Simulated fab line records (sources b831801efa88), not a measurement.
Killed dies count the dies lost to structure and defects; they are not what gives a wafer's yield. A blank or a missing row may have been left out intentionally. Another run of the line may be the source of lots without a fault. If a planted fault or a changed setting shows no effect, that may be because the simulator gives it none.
Matching of chambers / flow gf180mcu / 4 sister chambers for GF_V2_CMP_26 on cmp-02
The step polishes, stops on SiO2, t overpolish 15 s, target thk 0 nm. 8 wafers are shown with their chamber, then 8 later ones without.

WAFERS WITH THEIR CHAMBER
wafer=L978.4; chamber=1; motor current A (A)=13.5; time to endpoint s (s)=83
wafer=L980.4; chamber=0; motor current A (A)=9.8; time to endpoint s (s)=83
wafer=L981.2; chamber=2; motor current A (A)=10.2; time to endpoint s (s)=87
wafer=L981.5; chamber=3; motor current A (A)=11.3; time to endpoint s (s)=81
wafer=L982.1; chamber=0; motor current A (A)=10.1; time to endpoint s (s)=87
wafer=L982.4; chamber=3; motor current A (A)=11.1; time to endpoint s (s)=82
wafer=L982.6; chamber=1; motor current A (A)=13.0; time to endpoint s (s)=84
wafer=L986.4; chamber=2; motor current A (A)=10.4; time to endpoint s (s)=85

WAFERS WHOSE CHAMBER IS MISSING
wafer=L986.5; motor current A (A)=9.9; time to endpoint s (s)=82
wafer=L986.6; motor current A (A)=12.8; time to endpoint s (s)=79
wafer=L988.2; motor current A (A)=12.8; time to endpoint s (s)=82
wafer=L988.5; motor current A (A)=10.1; time to endpoint s (s)=79
wafer=L988.6; motor current A (A)=13.8; time to endpoint s (s)=82
wafer=L997.2; motor current A (A)=10.9; time to endpoint s (s)=84
wafer=L997.3; motor current A (A)=13.4; time to endpoint s (s)=83
wafer=L997.5; motor current A (A)=9.8; time to endpoint s (s)=85

WHICH CHAMBER EACH ONE RAN IN
wafer=L986.5; from the rows above=can't be placed: 0 or 2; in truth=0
wafer=L986.6; from the rows above=1; in truth=1
wafer=L988.2; from the rows above=1; in truth=1
wafer=L988.5; from the rows above=can't be placed: 0 or 2 or 3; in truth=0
wafer=L988.6; from the rows above=1; in truth=1
wafer=L997.2; from the rows above=can't be placed: 3 or 2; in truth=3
wafer=L997.3; from the rows above=1; in truth=1
wafer=L997.5; from the rows above=can't be placed: 0 or 2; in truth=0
Correct placement for 4 of the 8. Cannot be placed on the basis of these rows: 4; the candidates contain the true chamber in 4. Wrongly placed: 0.
How it was worked out, from the rows above alone: a wafer's distance from a chamber is the root of the sum, over the readings, of the square of ((its reading less the chamber's mean) divided by the reading's scatter). If the next closest chamber is less than 2 further off than the closest, the wafer can't be placed; otherwise it belongs to the closest. For every chamber, the mean is computed from those of its wafers that are shown. How the scatter is found: for the shown wafers, subtract from each reading the mean of its chamber, square and add these, divide the total by (wafers less chambers), then take the root.
